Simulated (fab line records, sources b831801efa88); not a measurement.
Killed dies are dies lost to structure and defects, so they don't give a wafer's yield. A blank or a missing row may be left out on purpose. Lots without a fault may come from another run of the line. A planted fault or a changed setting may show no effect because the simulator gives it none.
fab line records | flow sky130 | part 1 of 2: steps 1 to 25 of 32
record lots=5 wafers=15 last_day=50
route steps=708 shown CAPM@539 METAL3@555
lots that met no fault: from a run of the same line without faults
start_h: hours from the record's first day to the start of the lot's first wafer shown | wait_h: hours since the lot's step before | " the same as in the row above | L1.1+2: a row that stands for several wafers | - no value, or no start given | * or withheld: withheld | < > ~ a bound
route shown NAME@n: a module of which the file shows steps, and the number in the route of the first | usual: mean/standard deviation of fault-free wafers | same: alike in all rows | chamber/n: place in a boat | sites: the reading at each site | _std_site: their standard deviation | _edge_site: outer sites' mean less inner sites' | radius_mm: how far each site lies from the wafer's centre | mask NAME#n: copy n | behind: the tool/chamber that last shaped the wafer | hold: why the lot was held/for how many hours/how that ended | device: the transistor (n, p or np) that didn't switch | end of line: the same wafers' tests at the end of the route | a step without rows: its recipe alone | killed: dies lost to structure and defects at the first sort, not the wafer's yield | map: a wafer's dies, x killed, . not, _ none there
set.NAME: the setting as run; set.NAME@STEP: as run at that earlier step | model.NAME: the simulator's own value behind a step, which no gauge read
lots at some steps of the route; a table a step, a row a wafer
services: from which hour (start_h, from the record's first day; less than 0 if before it) a tool's chamber was out of use, for how many hours, and why
## steps
# step SKY_CAPM_SPUTTER_02
# recipe material=TiN target_thk_nm=200 temp_c=300 power_w=6500 time_s=166.7 chamber_pressure_pa=0.4
# usual throttle_valve_pct=30.1/0.96
# columns lot.wafer tool chamber start_h wait_h throttle_valve_pct
L079.1 pvd_sputter-04 - 892.15 0.1 30.2
L079.4 " - " " 28.7
L079.5 " - " " 28.5
L083.1 pvd_sputter-01 - 929.82 0.1 31.6
L083.2 " - " " 30.8
L083.6 " - " " 30.9
L089.1 pvd_sputter-01 - 958.81 0.1 30.3
L089.2 " - " " 31.6
L089.5 " - " " 31.0
L092.1 pvd_sputter-04 - 982.84 0.1 30.2
L092.4 " - " " 29.5
L092.5 " - " " 28.4
L097.2 pvd_sputter-03 - 1009.79 0.0 28.9
L097.3 " - " " 29.5
L097.6 " - " " 28.6
# step SKY_CAPM_RS_MEAS_03
# recipe thk_meas_gauge=four-point-probe reads=TiN_of_CAPM_SPUTTER_02
# usual CAPM_TIN_RS=6.89/0.093
# columns lot.wafer tool chamber start_h wait_h CAPM_TIN_RS[ohm/sq]
L079.1 film_metro-04 - 892.26 0.1 6.92
L079.4 " - " " 6.83
L079.5 " - " " 6.83
L083.1 film_metro-01 - 929.93 0.1 6.78
L083.2 " - " " 6.94
L083.6 " - " " 6.99
L089.1 film_metro-01 - 958.92 0.1 7.03
L089.2 " - " " 6.95
L089.5 " - " " 7.11
L092.1 film_metro-01 - 982.95 0.1 6.95
L092.4 " - " " 6.89
L092.5 " - " " 6.88
L097.2 film_metro-01 - 1009.92 0.1 6.66
L097.3 " - " " 6.72
L097.6 " - " " 6.69
# step SKY_CAPM_THK_MEAS_04
# recipe thk_meas_gauge=xrf reads=TiN_of_CAPM_SPUTTER_02
# usual CAPM_TIN_THK=203.1/2.9
# columns lot.wafer tool chamber start_h wait_h CAPM_TIN_THK[nm]
L079.1 film_metro-04 - 892.38 0.1 203.2
L079.4 " - " " 204.2
L079.5 " - " " 205.5
L083.1 film_metro-01 - 930.05 0.1 206.6
L083.2 " - " " 200.5
L083.6 " - " " 200.8
L089.1 film_metro-01 - 959.04 0.1 198.1
L089.2 " - " " 200.7
L089.5 " - " " 195.9
L092.1 film_metro-01 - 983.07 0.1 199.8
L092.4 " - " " 201.3
L092.5 " - " " 202.3
L097.2 film_metro-01 - 1010.03 0.1 210.2
L097.3 " - " " 208.9
L097.6 " - " " 209.9
# step SKY_CAPM_DEHYDRATE_05
# recipe temp_c=200 time_s=60
# usual resist_line_temp_C=23.00/0.11
# columns lot.wafer tool chamber start_h wait_h resist_line_temp_C
L079.1 litho_track-03 0 904.81 12.4 22.99
L079.4 " 0 " " 23.01
L079.5 " 0 " " 22.88
L083.1 litho_track-01 0 941.67 11.6 22.93
L083.2 " 0 " " 22.84
L083.6 " 0 " " 22.87
L089.1 litho_track-01 0 970.07 11.0 22.93
L089.2 " 0 " " 23.04
L089.5 " 0 " " 23.01
L092.1 litho_track-03 0 994.01 10.9 23.14
L092.4 " 0 " " 23.16
L092.5 " 0 " " 23.09
L097.2 litho_track-01 0 1020.69 10.7 22.90
L097.3 " 0 " " 22.95
L097.6 " 0 " " 23.05
# step SKY_CAPM_HMDS_06
# recipe prime_time_s=60 prime_temp_c=120
# usual resist_line_temp_C=22.98/0.11
# columns lot.wafer tool chamber start_h wait_h resist_line_temp_C
L079.1 litho_track-03 0 904.96 0.1 23.13
L079.4 " 0 " " 23.02
L079.5 " 0 " " 22.93
L083.1 litho_track-01 0 941.82 0.1 23.04
L083.2 " 0 " " 23.01
L083.6 " 0 " " 23.14
L089.1 litho_track-01 0 970.22 0.1 23.01
L089.2 " 0 " " 23.01
L089.5 " 0 " " 23.11
L092.1 litho_track-03 0 994.16 0.1 22.86
L092.4 " 0 " " 22.75
L092.5 " 0 " " 22.88
L097.2 litho_track-01 0 1020.84 0.1 23.03
L097.3 " 0 " " 22.98
L097.6 " 0 " " 23.00
# step SKY_CAPM_COAT_07
# recipe resist=NOVOLAK spin_rpm=3000 resist_thk_nm=1140
# usual resist_line_temp_C=23.01/0.1
# columns lot.wafer tool chamber start_h wait_h resist_line_temp_C
L079.1 litho_track-03 0 905.11 0.1 22.86
L079.4 " 0 " " 22.88
L079.5 " 0 " " 23.01
L083.1 litho_track-01 0 941.97 0.1 23.00
L083.2 " 0 " " 22.96
L083.6 " 0 " " 22.85
L089.1 litho_track-01 0 970.37 0.1 23.06
L089.2 " 0 " " 23.00
L089.5 " 0 " " 22.98
L092.1 litho_track-03 0 994.31 0.1 22.96
L092.4 " 0 " " 22.90
L092.5 " 0 " " 23.00
L097.2 litho_track-01 0 1020.99 0.1 22.92
L097.3 " 0 " " 22.91
L097.6 " 0 " " 23.21
# step SKY_CAPM_SOFTBAKE_08
# recipe temp_c=90 time_s=60 resist=NOVOLAK
# usual resist_line_temp_C=23.00/0.1
# columns lot.wafer tool chamber start_h wait_h resist_line_temp_C
L079.1 litho_track-03 0 905.26 0.1 22.99
L079.4 " 0 " " 22.99
L079.5 " 0 " " 23.12
L083.1 litho_track-01 0 942.12 0.1 23.12
L083.2 " 0 " " 23.11
L083.6 " 0 " " 23.31
L089.1 litho_track-01 0 970.52 0.1 23.10
L089.2 " 0 " " 22.88
L089.5 " 0 " " 23.04
L092.1 litho_track-03 0 994.46 0.1 23.04
L092.4 " 0 " " 22.99
L092.5 " 0 " " 23.06
L097.2 litho_track-01 0 1021.14 0.1 23.02
L097.3 " 0 " " 22.88
L097.6 " 0 " " 23.10
# step SKY_CAPM_EXPOSE_09
# recipe mask_id=CAPM na=0.6 source_shape=conventional sigma_outer=0.6 polarization=unpolarized target_cd_nm=1000 dose_mj=159
# usual exposure_dose_mJ_cm2=158.97/0.15 focus_offset_nm=-0.1/0.52
# columns lot.wafer tool chamber start_h wait_h mask exposure_dose_mJ_cm2 focus_offset_nm
L079.1 iline_stepper-01 0 - - CAPM#0 158.75 0.0
L079.4 " 0 " " CAPM#0 158.92 -0.2
L079.5 " 0 " " CAPM#0 158.95 0.1
L083.1 iline_stepper-01 0 - - CAPM#0 159.05 0.1
L083.2 " 0 " " CAPM#0 159.24 0.1
L083.6 " 0 " " CAPM#0 159.19 -0.3
L089.1 iline_stepper-01 0 - - CAPM#0 158.79 -0.2
L089.2 " 0 " " CAPM#0 158.73 0.4
L089.5 " 0 " " CAPM#0 158.77 0.0
L092.1 iline_stepper-02 0 - - CAPM#0 159.23 -0.3
L092.4 " 0 " " CAPM#0 158.88 -0.6
L092.5 " 0 " " CAPM#0 159.19 -0.1
L097.2 iline_stepper-01 0 - - CAPM#0 158.84 -0.7
L097.3 " 0 " " CAPM#0 159.02 -0.2
L097.6 " 0 " " CAPM#0 158.95 0.5
# step SKY_CAPM_PEB_10
# recipe temp_c=withheld time_s=* resist=NOVOLAK
# usual resist_line_temp_C=*
# columns lot.wafer tool chamber start_h wait_h resist_line_temp_C
L079.1 litho_track-04 0 - - *
L079.4 " 0 " " *
L079.5 " 0 " " *
L083.1 litho_track-04 0 - - *
L083.2 " 0 " " *
L083.6 " 0 " " *
L089.1 litho_track-04 0 - - *
L089.2 " 0 " " *
L089.5 " 0 " " *
L092.1 litho_track-04 0 - - *
L092.4 " 0 " " *
L092.5 " 0 " " *
L097.2 litho_track-04 0 - - *
L097.3 " 0 " " *
L097.6 " 0 " " *
# step SKY_CAPM_DEVELOP_11
# recipe resist=NOVOLAK developer=TMAH develop_time_s=60 dev_temp_c=23
# usual resist_line_temp_C=22.98/0.11
# columns lot.wafer tool chamber start_h wait_h resist_line_temp_C
L079.1 litho_track-04 0 917.36 0.1 23.02
L079.4 " 0 " " 23.20
L079.5 " 0 " " 22.94
L083.1 litho_track-04 0 954.41 0.1 23.09
L083.2 " 0 " " 23.12
L083.6 " 0 " " 22.79
L089.1 litho_track-04 0 982.26 0.1 22.96
L089.2 " 0 " " 22.94
L089.5 " 0 " " 23.02
L092.1 litho_track-04 0 1006.66 0.1 22.88
L092.4 " 0 " " 22.80
L092.5 " 0 " " 22.89
L097.2 litho_track-04 0 1032.39 0.1 23.08
L097.3 " 0 " " 23.04
L097.6 " 0 " " 22.94
# step SKY_CAPM_OVL_MEAS_12
# usual CAPM_OVL=-1.5/1.3
# columns lot.wafer tool chamber start_h wait_h CAPM_OVL[nm]
L079.1 overlay-02 - 917.51 0.1 1.1
L079.4 " - " " -0.9
L079.5 " - " " -1.1
L083.1 overlay-02 - 954.56 0.1 -1.1
L083.2 " - " " -1.7
L083.6 " - " " -1.4
L089.1 overlay-02 - 982.41 0.1 -2.0
L089.2 " - " " -3.0
L089.5 " - " " -3.4
L092.1 overlay-01 - 1006.81 0.1 -0.8
L092.4 " - " " -1.9
L092.5 " - " " -0.8
L097.2 overlay-01 - 1032.52 0.1 -1.0
L097.3 " - " " 0.0
L097.6 " - " " -1.9
# step SKY_CAPM_METAL_ETCH_13
# recipe target_depth_nm=220 stop_on=SiO2 chemistry=Cl2/BCl3 target=TiN pressure_mtorr=10 icp_w=900 bias_w=48.5 Cl2_flow_sccm=60 bcl3_flow_sccm=30 time_s=62.9
# usual drypump_motor_current_A=5.7/0.34 oes_product_au=0.943/0.0088 throttle_valve_pct=21.900/0.01
# columns lot.wafer tool chamber start_h wait_h drypump_motor_current_A oes_product_au rf_hours_counter_h throttle_valve_pct
L079.1 rie_metal-01 0 917.55 0.0 6.1 0.942 12 21.896
L079.4 " 0 " " 6.1 0.946 - 21.890
L079.5 " 0 " " 6.1 0.948 - 21.892
L083.1 rie_metal-03 0 954.60 0.0 5.8 0.956 9 21.899
L083.2 " 1 " " 5.4 0.939 14 21.904
L083.6 " 0 " " 5.8 0.948 - 21.919
L089.1 rie_metal-01 0 982.45 0.0 6.1 0.926 15 21.906
L089.2 " 1 " " 5.7 0.941 13 21.901
L089.5 " 1 " " 5.7 0.921 - 21.907
L092.1 rie_metal-01 0 1006.85 0.0 6.1 0.937 17 21.920
L092.4 " 0 " " 6.1 0.939 - 21.901
L092.5 " 0 " " 6.1 0.939 - 21.896
L097.2 rie_metal-01 0 1032.58 0.0 6.1 0.962 - 21.869
L097.3 " 0 " " 6.1 0.958 - 21.888
L097.6 " 0 " " 6.1 0.960 - 21.899
# step SKY_CAPM_STRIP_14
# recipe chemistry=O2/N2 power_w=1400 pressure_mtorr=1500 platen_temp_c=withheld o2_flow_sccm=3000 n2_flow_sccm=300 overash_fraction=0.5
# usual drypump_motor_current_A=5.8/0.4 o2_flow_sccm=2999/9.9 oes_product_au=0.710/0.0047 strip_time_to_endpoint_s=12.65/0.063
# same overash_fraction=0.5
# columns lot.wafer tool chamber start_h wait_h drypump_motor_current_A o2_flow_sccm oes_product_au rf_hours_counter_h strip_time_to_endpoint_s
L079.1 plasma_asher-04 1 917.63 0.1 5.9 2991 0.713 50 12.56
L079.4 " 1 " " 5.9 3003 0.708 - 12.49
L079.5 " 0 " " 6.0 3006 0.708 - 12.56
L083.1 plasma_asher-02 1 954.68 0.1 5.8 3011 0.704 81 12.71
L083.2 " 0 " " 4.8 2996 0.716 81 12.69
L083.6 " 0 " " 4.8 3000 0.713 - 12.72
L089.1 plasma_asher-02 0 982.53 0.1 4.8 3002 0.713 84 12.53
L089.2 " 1 " " 5.8 2989 0.716 84 12.67
L089.5 " 1 " " 5.8 2995 0.709 - 12.66
L092.1 plasma_asher-02 0 1006.93 0.1 4.8 2995 0.705 85 12.58
L092.4 " 1 " " 5.8 3004 0.712 - 12.57
L092.5 " 0 " " 4.8 3005 0.710 - 12.56
L097.2 plasma_asher-03 1 1032.70 0.1 6.2 2991 0.706 28 12.55
L097.3 " 0 " " 5.7 3007 0.709 - 12.57
L097.6 " 1 " " 6.2 2995 0.707 - 12.57
# step SKY_CAPM_STRIP_15
# recipe chemistry=post_etch_residue_remover time_s=1200 temp_c=72.5
# usual temp_c=72.48/0.11
# columns lot.wafer tool chamber start_h wait_h temp_c
L079.1 wet_bench-01 3 917.73 0.1 72.70
L079.4 " 3 " " 72.51
L079.5 " 3 " " 72.46
L083.1 wet_bench-03 0 954.78 0.1 72.60
L083.2 " 0 " " 72.46
L083.6 " 0 " " 72.64
L089.1 wet_bench-01 1 982.63 0.1 72.41
L089.2 " 1 " " 72.54
L089.5 " 1 " " 72.47
L092.1 wet_bench-04 1 1007.03 0.1 72.67
L092.4 " 1 " " 72.48
L092.5 " 1 " " 72.49
L097.2 wet_bench-04 1 1032.80 0.1 72.51
L097.3 " 1 " " 72.56
L097.6 " 1 " " 72.36
# step SKY_CAPM_CLEAN_16
# recipe chemistry=IPA time_s=180 temp_c=25
# usual temp_c=25.01/0.1
# columns lot.wafer tool chamber start_h wait_h temp_c
L079.1 wet_bench-04 3 918.10 0.0 24.86
L079.4 " 3 " " 25.02
L079.5 " 3 " " 24.91
L083.1 wet_bench-04 3 955.12 0.0 24.91
L083.2 " 3 " " 25.06
L083.6 " 3 " " 25.07
L089.1 wet_bench-03 3 982.97 0.0 25.06
L089.2 " 3 " " 24.92
L089.5 " 3 " " 24.97
L092.1 wet_bench-01 3 1007.40 0.0 25.11
L092.4 " 3 " " 25.11
L092.5 " 3 " " 24.98
L097.2 wet_bench-04 0 1033.15 0.0 24.86
L097.3 " 0 " " 24.83
L097.6 " 0 " " 24.83
# step SKY_CAPM_CLEAN_17
# recipe chemistry=O3/DIW dry=n2_spin
# columns lot.wafer tool chamber start_h wait_h
L079.1+4+5 wet_bench-01 2 918.16 0.0
L083.1+2+6 wet_bench-03 1 955.18 0.0
L089.1+2+5 wet_bench-01 3 983.03 0.0
L092.1+4+5 wet_bench-04 0 1007.46 0.0
L097.2+3+6 wet_bench-04 1 1033.20 0.0
# step SKY_METAL3_DEHYDRATE_05
# recipe temp_c=200 time_s=60
# usual resist_line_temp_C=22.99/0.099
# columns lot.wafer tool chamber start_h wait_h resist_line_temp_C
L079.1 litho_track-02 0 930.24 12.0 22.89
L079.4 " 0 " " 22.95
L079.5 " 0 " " 22.99
L083.1 litho_track-02 0 966.49 11.2 23.07
L083.2 " 0 " " 22.92
L083.6 " 0 " " 23.04
L089.1 litho_track-02 0 993.94 10.8 23.12
L089.2 " 0 " " 23.16
L089.5 " 0 " " 23.00
L092.1 litho_track-02 0 1018.54 11.0 23.01
L092.4 " 0 " " 22.92
L092.5 " 0 " " 23.13
L097.2 litho_track-02 0 1043.62 10.3 23.01
L097.3 " 0 " " 22.86
L097.6 " 0 " " 22.93
# step SKY_METAL3_HMDS_06
# recipe prime_time_s=60 prime_temp_c=120
# usual resist_line_temp_C=22.99/0.1
# columns lot.wafer tool chamber start_h wait_h resist_line_temp_C
L079.1 litho_track-02 0 930.39 0.1 23.03
L079.4 " 0 " " 23.06
L079.5 " 0 " " 23.18
L083.1 litho_track-02 0 966.64 0.1 22.78
L083.2 " 0 " " 22.91
L083.6 " 0 " " 22.90
L089.1 litho_track-02 0 994.09 0.1 22.89
L089.2 " 0 " " 22.79
L089.5 " 0 " " 22.93
L092.1 litho_track-02 0 1018.69 0.1 22.82
L092.4 " 0 " " 22.80
L092.5 " 0 " " 22.82
L097.2 litho_track-02 0 1043.77 0.1 23.08
L097.3 " 0 " " 23.03
L097.6 " 0 " " 23.07
# step SKY_METAL3_COAT_07
# recipe resist=BARC temp_c=withheld time_s=withheld spin_rpm=3000 resist_thk_nm=60
# usual resist_line_temp_C=*
# columns lot.wafer tool chamber start_h wait_h resist_line_temp_C
L079.1 litho_track-02 0 930.54 0.1 *
L079.4 " 0 " " *
L079.5 " 0 " " *
L083.1 litho_track-02 0 966.79 0.1 *
L083.2 " 0 " " *
L083.6 " 0 " " *
L089.1 litho_track-02 0 994.24 0.1 *
L089.2 " 0 " " *
L089.5 " 0 " " *
L092.1 litho_track-02 0 1018.84 0.1 *
L092.4 " 0 " " *
L092.5 " 0 " " *
L097.2 litho_track-02 0 1043.92 0.1 *
L097.3 " 0 " " *
L097.6 " 0 " " *
# step SKY_METAL3_COAT_08
# recipe resist=KrF-thick spin_rpm=3000 resist_thk_nm=1140
# usual resist_line_temp_C=23.00/0.099
# columns lot.wafer tool chamber start_h wait_h resist_line_temp_C
L079.1 litho_track-02 0 - - 23.09
L079.4 " 0 " " 22.93
L079.5 " 0 " " 23.04
L083.1 litho_track-02 0 - - 23.00
L083.2 " 0 " " 23.09
L083.6 " 0 " " 23.13
L089.1 litho_track-02 0 - - 22.90
L089.2 " 0 " " 23.01
L089.5 " 0 " " 22.99
L092.1 litho_track-02 0 - - 23.24
L092.4 " 0 " " 23.12
L092.5 " 0 " " 22.95
L097.2 litho_track-02 0 - - 23.15
L097.3 " 0 " " 23.14
L097.6 " 0 " " 23.15
# step SKY_METAL3_SOFTBAKE_09
# recipe temp_c=100 time_s=90 resist=KrF-thick
# usual resist_line_temp_C=22.98/0.11
# columns lot.wafer tool chamber start_h wait_h resist_line_temp_C
L079.1 litho_track-02 0 - - 22.96
L079.4 " 0 " " 23.05
L079.5 " 0 " " 22.82
L083.1 litho_track-02 0 - - 22.99
L083.2 " 0 " " 23.09
L083.6 " 0 " " 23.14
L089.1 litho_track-02 0 - - 22.99
L089.2 " 0 " " 22.99
L089.5 " 0 " " 22.75
L092.1 litho_track-02 0 - - 23.10
L092.4 " 0 " " 22.82
L092.5 " 0 " " 23.07
L097.2 litho_track-02 0 - - 23.11
L097.3 " 0 " " 23.10
L097.6 " 0 " " 23.06
# step SKY_METAL3_EXPOSE_10
# recipe mask_id=MM3 na=0.68 source_shape=annular sigma_inner=0.4 sigma_outer=0.8 target_cd_nm=300 dose_mj=28
# usual exposure_dose_mJ_cm2=28.07/0.19 focus_offset_nm=-0.1/0.47
# columns lot.wafer tool chamber start_h wait_h mask exposure_dose_mJ_cm2 focus_offset_nm
L079.1 krf_scanner-01 0 - - MM3#0 27.94 0.4
L079.4 " 0 " " MM3#0 27.95 -0.4
L079.5 " 0 " " MM3#0 27.94 0.4
L083.1 krf_scanner-01 0 - - MM3#0 27.95 -0.2
L083.2 " 0 " " MM3#0 27.95 0.0
L083.6 " 0 " " MM3#0 27.95 0.2
L089.1 krf_scanner-01 0 - - MM3#0 27.92 -0.5
L089.2 " 0 " " MM3#0 27.95 0.0
L089.5 " 0 " " MM3#0 27.93 -0.7
L092.1 krf_scanner-01 0 - - MM3#0 27.94 0.7
L092.4 " 0 " " MM3#0 27.90 -0.1
L092.5 " 0 " " MM3#0 27.92 0.0
L097.2 krf_scanner-01 0 - - MM3#0 27.92 0.5
L097.3 " 0 " " MM3#0 27.90 0.1
L097.6 " 0 " " MM3#0 27.89 -0.8
# step SKY_METAL3_PEB_11
# recipe peb_temp_c=withheld peb_time_s=withheld resist=KrF-thick
# usual resist_line_temp_C=*
# columns lot.wafer tool chamber start_h wait_h resist_line_temp_C
L079.1 litho_track-02 0 - - *
L079.4 " 0 " " *
L079.5 " 0 " " *
L083.1 litho_track-04 0 - - *
L083.2 " 0 " " *
L083.6 " 0 " " *
L089.1 litho_track-02 0 - - *
L089.2 " 0 " " *
L089.5 " 0 " " *
L092.1 litho_track-01 0 - - *
L092.4 " 0 " " *
L092.5 " 0 " " *
L097.2 litho_track-04 0 - - *
L097.3 " 0 " " *
L097.6 " 0 " " *
# step SKY_METAL3_DEVELOP_12
# recipe develop_time_s=60 resist=KrF-thick dev_temp_c=21
# usual resist_line_temp_C=23.00/0.11
# columns lot.wafer tool chamber start_h wait_h resist_line_temp_C
L079.1 litho_track-02 0 - - 22.98
L079.4 " 0 " " 22.90
L079.5 " 0 " " 23.06
L083.1 litho_track-04 0 - - 23.00
L083.2 " 0 " " 23.07
L083.6 " 0 " " 22.73
L089.1 litho_track-02 0 - - 22.92
L089.2 " 0 " " 23.02
L089.5 " 0 " " 22.85
L092.1 litho_track-01 0 - - 23.17
L092.4 " 0 " " 22.96
L092.5 " 0 " " 22.89
L097.2 litho_track-04 0 - - 23.08
L097.3 " 0 " " 23.00
L097.6 " 0 " " 23.00
# step SKY_METAL3_CD_MEAS_13
# recipe target_cd_nm=300
# usual cd_nm=299.4/1.5
# columns lot.wafer tool chamber start_h wait_h cd_nm
L079.1 cd_sem-01 - 943.04 - 298.9
L079.4 " - " " 299.3
L079.5 " - " " 301.4
L083.1 cd_sem-02 - 979.26 - 299.7
L083.2 " - " " 300.2
L083.6 " - " " 299.8
L089.1 cd_sem-01 - 1006.44 - 296.8
L089.2 " - " " 293.3
L089.5 " - " " 297.7
L092.1 cd_sem-01 - 1030.37 - 300.2
L092.4 " - " " 299.7
L092.5 " - " " 300.7
L097.2 cd_sem-01 - 1054.53 - 299.2
L097.3 " - " " 299.2
L097.6 " - " " 297.7
